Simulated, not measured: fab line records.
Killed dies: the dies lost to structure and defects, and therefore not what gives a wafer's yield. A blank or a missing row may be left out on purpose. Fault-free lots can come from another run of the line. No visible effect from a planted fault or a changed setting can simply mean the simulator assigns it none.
The same fault as seen by 2 desks | flow gf180mcu | each desk has only its own numbers; what lay behind them comes last

## TOOL OWNER'S DESK, rie-si-02
The tool's own readings at GF_STI_ETCH_14 (etches Si in HBr/Cl2/O2, target depth 360 nm, time 102.9 s): means of the sampled wafers that have a number, for each lot that ran on this tool. Any lot whose mean is over 4 standard deviations away from the usual mean is out of limits and marked OUT; that distance is given in the brackets.
Columns: A = drypump-motor-current-A at GF_STI_ETCH_14, usual 5.7 A; B = oes-product-au at GF_STI_ETCH_14, usual 1.003 a.u.; C = rf-fwd-power-W at GF_STI_ETCH_14, usual 596.8 W; D = run-length-s at GF_STI_ETCH_14, usual 131.2 s; E = throttle-valve-pct at GF_STI_ETCH_14, usual 25.653 %
lot  | first seen here | A   | B     | C     | D               | E
L780 | day 2 19:02     | 5.6 | 1.000 | 597.5 | 131.0           | 25.653
L781 | day 2 23:07     | 5.7 | 1.006 | 597.0 | 131.4           | 25.654
L788 | day 4 10:14     | 5.6 | 1.000 | 601.2 | 126.8 (-11) OUT | 25.659
L793 | day 5 11:28     | 5.8 | 0.980 | -     | 122.1 (-24) OUT | 25.662
This desk finds L788, L793 out of limits, L788 being first, at day 4 10:14 (run-length-s at GF_STI_ETCH_14). L780, L781 stayed within limits.

## AT THE METROLOGY DESK
Means of the sampled wafers that have a number, per lot and without regard to the tool the lot ran on: this is what the gauges read. Any lot whose mean is over 4 standard deviations away from the usual mean is out of limits and marked OUT; that distance is given in the brackets.
Columns: A = STI_OXIDATION_THK at GF_STI_THK_MEAS_02, usual 9.98 nm; B = STI_CVD_03_THK at GF_STI_THK_MEAS_04, usual 206.3 nm; C = cd-nm at GF_STI_CD_MEAS_12, usual 219.7 nm
lot  | first seen here | A     | B     | C
L780 | day 2 05:01     | 10.08 | 206.2 | 220.1
L781 | day 2 09:11     | 9.91  | 208.7 | 220.4
L788 | day 3 18:32     | 9.99  | 205.3 | 220.8
L793 | day 4 19:44     | 10.13 | 207.9 | 218.9
L794 | day 5 02:28     | 9.97  | 206.7 | 219.3
L797 | day 5 16:38     | 9.99  | 207.4 | 220.3
This desk's verdict: no lot among the 6 shows anything out of limits.

## TAKEN TOGETHER
On L788, L793, at day 4 10:14, an alarm was possible from the tool owner's desk.
The metrology desk saw nothing out of limits.
The metrology desk has L788, L793 on record, within its limits.
Every lot named ran GF_STI_ETCH_14 on rie-si-02.

## WHAT THE SIMULATOR HAD INSERTED
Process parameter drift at GF_STI_ETCH_14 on rie-si-02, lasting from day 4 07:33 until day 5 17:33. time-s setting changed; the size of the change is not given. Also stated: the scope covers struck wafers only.
Struck lots among those shown: L788, L793.
Delay in hours, fault start to first out-of-limits reading, by desk: the tool owner's desk at 3.
